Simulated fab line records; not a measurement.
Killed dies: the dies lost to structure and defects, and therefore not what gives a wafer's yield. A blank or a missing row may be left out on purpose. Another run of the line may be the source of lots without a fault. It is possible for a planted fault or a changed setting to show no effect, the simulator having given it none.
A lot that was struck, set against a sound lot | flow sky130 | 16 out of 708 route steps
Sound: the wafers L813.3, L813.4, L813.5. Wafers L825.3, L825.4, L825.5 were the ones struck. Last of all comes the cause.
Each step with rows lists, per side, the tool, then ch with its chambers, then its first start. Under that, the readings that differ: sound wafers | struck wafers | difference of the means | sigmas: that difference in standard deviations of wafers without a fault.
alike: words and numbers the same on both sides, and readings whose means are apart by under 2 such deviations; not compared: readings that were withheld, readings missing a value for some wafer, numbers with overlapping values and no deviation given by the record, and bounds like >300 which may hide the same value.
The two part at a step that has a row with sigmas, a row that says differs or no value, or rows on one side only. Non-overlapping numbers with no deviation appear without sigmas and do not part them. A reading missing from all wafers of one side parts the sides only when that side holds two or more wafers.

first, 2 steps without rows for these wafers: SKY_METAL5_CLEAN_18 (cleans in IPA, time 180 s); SKY_METAL5_CLEAN_19 (cleans in O3/DIW).
SKY_PASSIVATION_CVD_00: deposits SiO2, target thk 90 nm.
  sound on pecvd-02 ch 0,1, day 45 03:47; struck on pecvd-02 ch 0,2, day 48 16:07
  alike: heaterPowerW
SKY_PASSIVATION_THK_MEAS_01:
  struck on filmMetro-02, day 48 16:09; sound on filmMetro-04, day 45 03:50
  alike: PASSIVATION_CVD_00_THK
SKY_PASSIVATION_CVD_02: deposits Si3N4, target thk 540 nm.
  sound on pecvd-03 ch 0,1, day 45 03:52; struck on pecvd-03 ch 0,1, day 48 16:11
  alike: heaterPowerW
SKY_PASSIVATION_THK_MEAS_03:
  struck on filmMetro-04, day 48 16:26; sound on filmMetro-02, day 45 04:07
  alike: PASSIVATION_CVD_02_THK
then, 6 steps without rows for these wafers: SKY_PASSIVATION_DEHYDRATE_04 (time 60 s); SKY_PASSIVATION_HMDS_05 (prime time 60 s); SKY_PASSIVATION_COAT_06 (resist thk 3000 nm); SKY_PASSIVATION_SOFTBAKE_07; SKY_PASSIVATION_EXPOSE_08 (exposes mask NSM, target cd 3000 nm); SKY_PASSIVATION_PEB_09.
SKY_PASSIVATION_DEVELOP_10: develop time 60 s.
  sound on lithoTrack-03 ch 0, day 46 00:00; struck on lithoTrack-02 ch 0, day 49 10:00
SKY_PASSIVATION_ETCH_11: etches the open film in CF4/O2, stops on AlCu, target depth 725 nm, time 161.1 s.
  sound on rieDiel-02 ch 0,3, day 46 00:23; struck on rieDiel-02 ch 2,3, day 49 10:34
  alike: drypumpMotorCurrentA, oesProductAu, throttleValvePct
  not compared: rfHoursCounterH, model.PASSIVATION.cdNm
SKY_PASSIVATION_STRIP_12: strips in O2/N2.
  sound on plasmaAsher-01 ch 0,1, day 46 00:31; struck on plasmaAsher-03 ch 0,1, day 49 10:41
  alike: drypumpMotorCurrentA, oesProductAu, stripTimeToEndpointS
  not compared: rfHoursCounterH
SKY_PAD_OPEN_PROBE_99:
  rows exist in the record for the struck wafers here (prober-02, day 50 06:10), but not for the sound ones

== WHERE THEY PART ==
At SKY_PAD_OPEN_PROBE_99 and nowhere else, as far as this record goes.

WHY: what had been put in by the simulator
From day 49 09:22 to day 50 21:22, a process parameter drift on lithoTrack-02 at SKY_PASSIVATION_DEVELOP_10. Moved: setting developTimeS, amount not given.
